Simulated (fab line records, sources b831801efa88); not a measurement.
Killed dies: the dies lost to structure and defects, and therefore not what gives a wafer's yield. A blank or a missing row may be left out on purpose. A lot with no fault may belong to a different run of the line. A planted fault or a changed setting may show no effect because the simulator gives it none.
Which tool was responsible? / flow sky130 / 13 lots with 38 wafers sampled at 4 steps, on a route of 708 steps

== WHAT EACH GAUGE READ, for each wafer ==
SKY_PAD_OPEN_BOW_MEAS_13. Usual: for PAD_OPEN_BOW the level is 49 um and the standard deviation is 8.5.
lot=L334; measured=day 45 21:39; on=filmMetro-04; PAD_OPEN_BOW (um)=45 48 43; flag=
lot=L336; measured=day 46 17:09; on=filmMetro-03; PAD_OPEN_BOW (um)=44 30 42; flag=
lot=L337; measured=day 46 18:43; on=filmMetro-03; PAD_OPEN_BOW (um)=63 56 66; flag=
lot=L341; measured=day 48 07:59; on=filmMetro-03; PAD_OPEN_BOW (um)=48; flag=
lot=L345; measured=day 49 05:57; on=filmMetro-04; PAD_OPEN_BOW (um)=54 47 53; flag=
lot=L346; measured=day 49 09:12; on=filmMetro-04; PAD_OPEN_BOW (um)=45 46 45; flag=
lot=L347; measured=day 49 11:40; on=filmMetro-04; PAD_OPEN_BOW (um)=39 49 43; flag=
lot=L348; measured=day 49 16:31; on=filmMetro-03; PAD_OPEN_BOW (um)=53 47 55; flag=
lot=L351; measured=day 49 23:12; on=filmMetro-04; PAD_OPEN_BOW (um)=54 54 46; flag=
lot=L352; measured=day 50 08:01; on=filmMetro-04; PAD_OPEN_BOW (um)=67 49 48; flag=
lot=L353; measured=day 50 09:26; on=filmMetro-04; PAD_OPEN_BOW (um)=49 52 61; flag=
lot=L354; measured=day 50 13:23; on=filmMetro-04; PAD_OPEN_BOW (um)=56 54 55; flag=
lot=L356; measured=day 50 21:16; on=filmMetro-03; PAD_OPEN_BOW (um)=50 36 41; flag=

== WHAT TOOL EACH LOT RAN ON (gives the tool, then ch and the chambers of the sampled wafers, and finally the start) ==
lot=L334; SKY_POLY_CUT_ETCH_11=rieDiel-02 ch 0,2,3, day 24 12:38; SKY_PASSIVATION_CVD_00=pecvd-01 ch 1,2, day 43 23:40; SKY_PASSIVATION_STRIP_12=plasmaAsher-03 ch 0,1, day 44 22:06
lot=L336; SKY_POLY_CUT_ETCH_11=rieDiel-03 ch 0,1,3, day 25 16:04; SKY_PASSIVATION_CVD_00=pecvd-01 ch 0,1,2, day 44 21:16; SKY_PASSIVATION_STRIP_12=plasmaAsher-04 ch 0,1, day 45 18:27
lot=L337; SKY_POLY_CUT_ETCH_11=rieDiel-01 ch 0,2,3, day 25 17:55; SKY_PASSIVATION_CVD_00=pecvd-02 ch 0,2, day 44 22:46; SKY_PASSIVATION_STRIP_12=plasmaAsher-04 ch 0,1, day 45 20:14
lot=L341; SKY_POLY_CUT_ETCH_11=rieDiel-03 ch 1,2, day 27 22:34; SKY_PASSIVATION_CVD_00=pecvd-01 ch 0, day 46 14:16; SKY_PASSIVATION_STRIP_12=plasmaAsher-02 ch 1, day 47 10:30
lot=L345; SKY_POLY_CUT_ETCH_11=rieDiel-02 ch 0,1,2, day 29 08:13; SKY_PASSIVATION_CVD_00=pecvd-02 ch 0,1,2, day 47 14:08; SKY_PASSIVATION_STRIP_12=plasmaAsher-02 ch 1, day 48 10:00
lot=L346; SKY_POLY_CUT_ETCH_11=rieDiel-01 ch 1,2, day 29 10:16; SKY_PASSIVATION_CVD_00=pecvd-04 ch 0,1,2, day 47 17:02; SKY_PASSIVATION_STRIP_12=plasmaAsher-02 ch 0,1, day 48 12:59
lot=L347; SKY_POLY_CUT_ETCH_11=rieDiel-02 ch 2,3, day 29 12:55; SKY_PASSIVATION_CVD_00=pecvd-01 ch 1,2, day 47 19:56; SKY_PASSIVATION_STRIP_12=plasmaAsher-03 ch 0,1, day 48 15:23
lot=L348; SKY_POLY_CUT_ETCH_11=rieDiel-02 ch 0,2, day 29 23:16; SKY_PASSIVATION_CVD_00=pecvd-04 ch 1,2, day 48 00:49; SKY_PASSIVATION_STRIP_12=plasmaAsher-03 ch 1, day 48 19:45
lot=L351; SKY_POLY_CUT_ETCH_11=rieDiel-01 ch 0,3, day 30 06:52; SKY_PASSIVATION_CVD_00=pecvd-02 ch 0,2, day 48 09:03; SKY_PASSIVATION_STRIP_12=plasmaAsher-02 ch 0,1, day 49 03:29
lot=L352; SKY_POLY_CUT_ETCH_11=rieDiel-03 ch 0,1,2, day 30 22:49; SKY_PASSIVATION_CVD_00=pecvd-02 ch 0,1,2, day 48 18:46; SKY_PASSIVATION_STRIP_12=plasmaAsher-03 ch 0,1, day 49 12:57
lot=L353; SKY_POLY_CUT_ETCH_11=rieDiel-03 ch 0,1,3, day 31 00:29; SKY_PASSIVATION_CVD_00=pecvd-04 ch 0,2, day 48 19:17; SKY_PASSIVATION_STRIP_12=plasmaAsher-02 ch 0,1, day 49 13:46
lot=L354; SKY_POLY_CUT_ETCH_11=rieDiel-01 ch 0,2,3, day 31 08:55; SKY_PASSIVATION_CVD_00=pecvd-04 ch 0,2, day 49 00:09; SKY_PASSIVATION_STRIP_12=plasmaAsher-02 ch 0,1, day 49 18:24
lot=L356; SKY_POLY_CUT_ETCH_11=rieDiel-03 ch 0,2,3, day 31 21:55; SKY_PASSIVATION_CVD_00=pecvd-02 ch 0,2, day 49 09:19; SKY_PASSIVATION_STRIP_12=plasmaAsher-04 ch 0,1, day 50 03:00
- SKY_POLY_CUT_ETCH_11: etches Si3N4 in CF4/CH2F2/Ar, stops on poly-Si, time 42.5 s, target depth 60 nm.
- SKY_PASSIVATION_CVD_00: deposits SiO2, target thk 90 nm.
- SKY_PASSIVATION_STRIP_12: strips in O2/N2.

== WHAT THE TOOLS THEMSELVES READ (means of the sampled wafers that have a number; where no wafer has one, the mark that the record gives instead) ==
SKY_POLY_CUT_ETCH_11. Usual: drypumpMotorCurrentA 5.6 A, standard deviation 0.39; oesProductAu 0.831 a.u., standard deviation 0.0063; throttleValvePct 14.995 %, standard deviation 0.0091.
lot=L334; tool=rieDiel-02; drypumpMotorCurrentA (A)=5.2; oesProductAu (a.u.)=0.837; throttleValvePct (%)=14.996; flag=
lot=L336; tool=rieDiel-03; drypumpMotorCurrentA (A)=5.5; oesProductAu (a.u.)=0.830; throttleValvePct (%)=14.998; flag=
lot=L337; tool=rieDiel-01; drypumpMotorCurrentA (A)=5.8; oesProductAu (a.u.)=0.834; throttleValvePct (%)=15.000; flag=
lot=L341; tool=rieDiel-03; drypumpMotorCurrentA (A)=6.0; oesProductAu (a.u.)=0.817; throttleValvePct (%)=14.996; flag=
lot=L345; tool=rieDiel-02; drypumpMotorCurrentA (A)=5.7; oesProductAu (a.u.)=0.830; throttleValvePct (%)=14.998; flag=
lot=L346; tool=rieDiel-01; drypumpMotorCurrentA (A)=5.6; oesProductAu (a.u.)=0.832; throttleValvePct (%)=14.990; flag=
lot=L347; tool=rieDiel-02; drypumpMotorCurrentA (A)=5.1; oesProductAu (a.u.)=0.834; throttleValvePct (%)=14.986; flag=
lot=L348; tool=rieDiel-02; drypumpMotorCurrentA (A)=5.5; oesProductAu (a.u.)=0.837; throttleValvePct (%)=14.996; flag=
lot=L351; tool=rieDiel-01; drypumpMotorCurrentA (A)=6.0; oesProductAu (a.u.)=0.834; throttleValvePct (%)=14.988; flag=
lot=L352; tool=rieDiel-03; drypumpMotorCurrentA (A)=5.7; oesProductAu (a.u.)=0.830; throttleValvePct (%)=14.991; flag=
lot=L353; tool=rieDiel-03; drypumpMotorCurrentA (A)=5.5; oesProductAu (a.u.)=0.831; throttleValvePct (%)=15.002; flag=
lot=L354; tool=rieDiel-01; drypumpMotorCurrentA (A)=5.8; oesProductAu (a.u.)=0.831; throttleValvePct (%)=14.992; flag=
lot=L356; tool=rieDiel-03; drypumpMotorCurrentA (A)=5.5; oesProductAu (a.u.)=0.829; throttleValvePct (%)=14.998; flag=

SKY_PASSIVATION_CVD_00. Usual: heaterPowerW at 675 W, with a standard deviation of 110.
lot=L334; tool=pecvd-01; heaterPowerW (W)=796; flag=
lot=L336; tool=pecvd-01; heaterPowerW (W)=725; flag=
lot=L337; tool=pecvd-02; heaterPowerW (W)=690; flag=
lot=L341; tool=pecvd-01; heaterPowerW (W)=717; flag=
lot=L345; tool=pecvd-02; heaterPowerW (W)=620; flag=
lot=L346; tool=pecvd-04; heaterPowerW (W)=674; flag=
lot=L347; tool=pecvd-01; heaterPowerW (W)=753; flag=
lot=L348; tool=pecvd-04; heaterPowerW (W)=702; flag=
lot=L351; tool=pecvd-02; heaterPowerW (W)=694; flag=
lot=L352; tool=pecvd-02; heaterPowerW (W)=606; flag=
lot=L353; tool=pecvd-04; heaterPowerW (W)=762; flag=
lot=L354; tool=pecvd-04; heaterPowerW (W)=716; flag=
lot=L356; tool=pecvd-02; heaterPowerW (W)=552; flag=

SKY_PASSIVATION_STRIP_12. Usual: drypumpMotorCurrentA 5.6 A, standard deviation 0.54; oesProductAu 0.661 a.u., standard deviation 0.0045; stripTimeToEndpointS 31.52 s, standard deviation 0.12.
lot=L334; tool=plasmaAsher-03; drypumpMotorCurrentA (A)=5.3; oesProductAu (a.u.)=0.663; stripTimeToEndpointS (s)=31.54; flag=
lot=L336; tool=plasmaAsher-04; drypumpMotorCurrentA (A)=4.8; oesProductAu (a.u.)=0.662; stripTimeToEndpointS (s)=31.56; flag=
lot=L337; tool=plasmaAsher-04; drypumpMotorCurrentA (A)=4.9; oesProductAu (a.u.)=0.660; stripTimeToEndpointS (s)=31.33; flag=
lot=L341; tool=plasmaAsher-02; drypumpMotorCurrentA (A)=6.2; oesProductAu (a.u.)=0.661; stripTimeToEndpointS (s)=31.27; flag=
lot=L345; tool=plasmaAsher-02; drypumpMotorCurrentA (A)=6.2; oesProductAu (a.u.)=0.663; stripTimeToEndpointS (s)=31.55; flag=
lot=L346; tool=plasmaAsher-02; drypumpMotorCurrentA (A)=6.1; oesProductAu (a.u.)=0.660; stripTimeToEndpointS (s)=31.51; flag=
lot=L347; tool=plasmaAsher-03; drypumpMotorCurrentA (A)=5.7; oesProductAu (a.u.)=0.661; stripTimeToEndpointS (s)=31.53; flag=
lot=L348; tool=plasmaAsher-03; drypumpMotorCurrentA (A)=5.0; oesProductAu (a.u.)=0.658; stripTimeToEndpointS (s)=31.54; flag=
lot=L351; tool=plasmaAsher-02; drypumpMotorCurrentA (A)=6.1; oesProductAu (a.u.)=0.662; stripTimeToEndpointS (s)=31.51; flag=
lot=L352; tool=plasmaAsher-03; drypumpMotorCurrentA (A)=5.4; oesProductAu (a.u.)=0.653; stripTimeToEndpointS (s)=31.47; flag=
lot=L353; tool=plasmaAsher-02; drypumpMotorCurrentA (A)=5.9; oesProductAu (a.u.)=0.666; stripTimeToEndpointS (s)=31.58; flag=
lot=L354; tool=plasmaAsher-02; drypumpMotorCurrentA (A)=6.1; oesProductAu (a.u.)=0.658; stripTimeToEndpointS (s)=31.36; flag=
lot=L356; tool=plasmaAsher-04; drypumpMotorCurrentA (A)=4.8; oesProductAu (a.u.)=0.658; stripTimeToEndpointS (s)=31.51; flag=

== THE ANSWER, worked out from the rows above alone ==
Rule: a lot counts as off when the mean over its wafers that have a number is more than 3 standard deviations away from the usual mean. Also off: a lot with no number at a reading for which 4 or more lots have one. Any other lot the step has rows for is counted as sound. The gauges are gone through in route order, then the tools' own readings, and for those a lot's mean is taken as printed above. At the first step where some lot is off, the reading lying furthest off is the one used; lots without a number count as furthest.
Nothing can be told from this: no lot is off at any reading shown.

== WHAT HAD BEEN PUT IN BY THE SIMULATOR ==
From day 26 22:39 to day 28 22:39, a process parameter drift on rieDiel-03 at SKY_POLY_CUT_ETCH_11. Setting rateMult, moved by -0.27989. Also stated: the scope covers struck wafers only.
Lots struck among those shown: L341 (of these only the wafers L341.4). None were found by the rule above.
